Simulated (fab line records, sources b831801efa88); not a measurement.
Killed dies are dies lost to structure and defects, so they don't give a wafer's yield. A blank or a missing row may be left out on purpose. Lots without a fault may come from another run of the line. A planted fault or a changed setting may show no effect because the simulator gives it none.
Which tool did it? | flow gf180mcu | 14 lots, 42 wafers sampled, at 1 step of a route of 602

WHAT THE GAUGES READ, wafer by wafer
GF_HV_LDD_OVL_MEAS_20.
lot  | measured     | on         | HV_LDD_01_OVL (nm)
L301 | day 10 14:33 | overlay-02 | -1.3 -1.5 -2.4
L302 | day 10 20:50 | overlay-01 | -0.1 1.1 0.0
L303 | day 11 07:39 | overlay-01 | 2.3 0.9 1.6
L304 | day 11 09:51 | overlay-01 | 1.1 2.1 2.6
L306 | day 12 06:14 | overlay-01 | 0.6 1.0 1.8
L307 | day 12 14:26 | overlay-02 | 3.4 2.4 4.5
L308 | day 12 19:43 | overlay-01 | 5.0 3.5 3.7
L312 | day 14 07:24 | overlay-01 | 1.5 0.0 1.6
L314 | day 14 14:46 | overlay-01 | -2.0 0.1 0.7
L315 | day 15 05:47 | overlay-01 | 1.0 1.7 2.3
L316 | day 15 21:37 | overlay-02 | 1.4 -1.3 -0.5
L320 | day 16 18:26 | overlay-01 | -0.9 1.2 0.6
L321 | day 17 05:02 | overlay-01 | -0.2 1.4 -0.1
L324 | day 17 22:38 | overlay-01 | 0.0 -0.4 1.6

WHICH TOOL RAN EACH LOT (tool, then ch and the chambers of the sampled wafers, then the start)
The record holds no process step before these readings.

WHAT THE TOOLS THEMSELVES READ (means of the sampled wafers that have a number; where no wafer has one, the mark that the record gives instead)
The record holds no such reading with a usual standard deviation.

THE ANSWER, worked out from the rows above alone
Rule: what is usual is taken from the lots themselves. Put in order of their means at a reading, lots are off if they are a third of the lots or fewer, leave a main group of 4 or more, and stand apart from it by a gap of 3 or more times the standard deviation of the main group's means; of several such gaps the widest counts. A main group whose means are all the same, to the digits that the tables above print for the reading, isn't used. A lot without any number at a reading at which 4 lots or more have one is off too. The other lots that the step has rows for count as sound. The gauges are gone through in route order, then the tools' own readings, and for those a lot's mean is taken as printed above. The first step at which some lot is off is used, and at that step the reading that is off furthest; a lot without a number counts as furthest.
No lot is off at any reading shown: from this, nothing can be told.

WHAT THE SIMULATOR HAD PUT IN
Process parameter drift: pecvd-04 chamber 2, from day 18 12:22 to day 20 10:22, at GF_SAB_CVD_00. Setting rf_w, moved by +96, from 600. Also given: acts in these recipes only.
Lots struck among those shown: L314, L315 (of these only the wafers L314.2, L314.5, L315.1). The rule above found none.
